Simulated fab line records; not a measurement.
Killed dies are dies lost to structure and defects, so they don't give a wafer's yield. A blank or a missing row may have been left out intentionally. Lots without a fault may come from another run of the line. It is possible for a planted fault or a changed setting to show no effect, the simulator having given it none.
2 desks looking at one fault -- flow gf180mcu -- each desk holds nothing but its own numbers, with what lay behind them at the end

== THE TOOL OWNER'S DESK: implanter-01 ==
The tool's own readings at GF_NWELL_IMPLANT_08: means of the sampled wafers that have a number, for each lot that ran on this tool. The brackets show how far a lot's mean lies from the usual mean; more than 4 standard deviations puts the lot out of limits, marked OUT.
Columns: A = faraday current uA at GF_NWELL_IMPLANT_08, usual 84.8
lot,first seen here,A
L838,day 3 23:40,84.6
L845,day 5 14:56,84.1
L846,day 5 17:47,84.1
L857,day 8 08:01,85.9
Result from this desk: across the 4 lots, nothing is out of limits.

== AT THE METROLOGY DESK ==
What the gauges read for every lot (on any tool): the sampled wafers with a number, averaged. The brackets show how far a lot's mean lies from the usual mean; more than 4 standard deviations puts the lot out of limits, marked OUT.
Columns: A = NWELL_RS at GF_VT_IMPLANT_RS_MEAS_47, usual 487.7 ohm/sq; B = SAB_OVL at GF_SAB_OVL_MEAS_10, usual 1.4 nm
lot,first seen here,A,B
L836,day 7 18:54,489.6,2.5
L837,day 8 04:04,487.7,1.3
L838,day 8 11:05,488.3,0.6
L842,day 9 22:34,485.8,3.0
L845,day 10 11:46,491.9,1.0
L846,day 10 13:43,491.5,1.7
L847,day 10 23:01,486.9,1.5
L848,day 11 07:34,489.1,0.5
L851,day 12 02:05,488.3,0.5
L852,day 12 11:13,490.0,1.1
L855,day 13 10:13,486.4,2.3
L856,day 13 11:44,487.5,0.9
L857,day 13 18:15,487.8,0.1
Result from this desk: across the 13 lots, nothing is out of limits.

== PUT TOGETHER ==
Nothing out of limits was seen by the tool owner's desk.
The metrology desk saw nothing out of limits.

== WHAT WAS PUT IN BY THE SIMULATOR ==
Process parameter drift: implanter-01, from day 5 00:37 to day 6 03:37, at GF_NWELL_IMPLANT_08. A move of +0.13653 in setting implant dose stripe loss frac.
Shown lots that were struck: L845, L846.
